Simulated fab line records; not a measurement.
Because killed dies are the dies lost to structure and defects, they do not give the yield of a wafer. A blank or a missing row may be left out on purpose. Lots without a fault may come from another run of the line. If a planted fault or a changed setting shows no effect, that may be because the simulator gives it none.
A struck lot beside a sound one	flow sky130	15 out of 708 route steps
Sound: these wafers, L737.1, L737.2, L737.3. The struck wafers were L734.1, L734.3, L734.4. The cause is named last.
Order at every step that has rows: each side's tool, ch and its chambers, its first start. Under that, the readings that differ: sound wafers	struck wafers	difference of the means	sigmas: that difference in standard deviations of wafers without a fault.
alike: readings whose means differ by less than 2 such deviations, and words and numbers that are the same on both sides. not compared: withheld readings, readings that some wafer has no value for, bounds like >300 that may hide the same value, and numbers for which the record gives no deviation and whose values overlap.
Wherever a step has rows on one side only, a row that says differs or no value, or a row with sigmas, the two part there. Numbers that have no deviation but don't overlap get no sigmas and don't part them. Lack of a reading on every wafer of one side parts them only where that side has two or more wafers.

SKY_VIA2_STRIP_16: strips in O2/N2.
  sound on plasma-asher-04 ch 0,1, day 40 19:59; struck on plasma-asher-03 ch 0,1, day 40 02:30
  alike: drypump-motor-current-A, oes-product-au, strip-time-to-endpoint-s
  not compared: rf-hours-counter-h
then, 4 steps without rows for these wafers: SKY_VIA2_STRIP_17 (strips in post etch residue remover, time 1200 s); SKY_VIA2_CLEAN_18 (cleans in IPA, time 180 s); SKY_VIA2_CLEAN_19 (cleans in O3/DIW); SKY_VIA2_SPUTTER_20 (material TiN, target thk 20 nm, time 80 s).
SKY_VIA2_CVD_21: deposits W, target thk 420 nm, time 126.4 s.
  sound on cvd-w-01 ch 0,1, day 40 20:38; struck on cvd-w-01 ch 1, day 40 03:13
  alike: heater-power-w
SKY_VIA2_RS_MEAS_22: measurement is done with a four-point probe.
  sound on film-metro-04, day 40 20:46; struck on film-metro-04, day 40 03:29
  alike: VIA2_W_RS
SKY_VIA2_THK_MEAS_23: measures by xrf.
  sound on film-metro-04, day 40 20:53; struck on film-metro-04, day 40 03:36
  alike: VIA2_W_THK
SKY_VIA2_CMP_24: polishes, stops on SiO2, t overpolish 20 s, target thk 0 nm.
  sound on cmp-02 ch 0,1,2, day 40 20:59; struck on cmp-02 ch 1,2,3, day 40 03:40
  alike: motor-current-A, overpolish-run-s, retaining-ring-pressure-frac, time-to-endpoint-s
SKY_METAL3_SPUTTER_00: material Ti, target thk 15 nm, time 10 s.
  sound on pvd-sputter-01, day 40 21:14; struck on pvd-sputter-03, day 40 03:58
  alike: cathode-dc-power-W, throttle-valve-pct
then, 2 steps without rows for these wafers: SKY_METAL3_SPUTTER_01 (material TiN, target thk 20 nm, time 16.7 s); SKY_METAL3_SPUTTER_02 (material AlCu, target thk 735 nm, time 39.1 s).
SKY_METAL3_SPUTTER_03: material Ti, target thk 5 nm, time 3.3 s.
  sound on pvd-sputter-01, day 40 21:20; struck on pvd-sputter-03, day 40 04:02
reading	sound	struck	difference	sigmas
model.Ti_of_METAL3_SPUTTER_03.thk-nm (nm)	4.974 4.876 4.873	7.103 7.101 7.041	+2.174	
  alike: cathode-dc-power-W, throttle-valve-pct
SKY_METAL3_SPUTTER_04: material TiN, target thk 70 nm, time 58.3 s.
  sound on pvd-sputter-01, day 40 21:21; struck on pvd-sputter-03, day 40 04:04
  alike: cathode-dc-power-W, throttle-valve-pct
-- the record jumps here: 9 days lie between the struck wafers' starts before and after (it left off in module METAL3 and takes up again in module PAD_OPEN, whose first step shown is number 708 of the route) --
SKY_PAD_OPEN_PROBE_99:
  sound on prober-02, day 49 03:14; struck on prober-01, day 48 19:57
  alike: defect-limited-yield, killed_at_M0_to_M3, killed_at_M4_up, killed-at-contacts, killed-at-front-end, killed-at-other, killed-dies, killed-open, killed-short, sort_bin_3_pad_short, sort_bin_5_function, sort_bin_6_memory, sort-n-pass, sort-yield-pct

== WHERE THEY PART ==
Nowhere in this record.

WHY: whatever the simulator had introduced
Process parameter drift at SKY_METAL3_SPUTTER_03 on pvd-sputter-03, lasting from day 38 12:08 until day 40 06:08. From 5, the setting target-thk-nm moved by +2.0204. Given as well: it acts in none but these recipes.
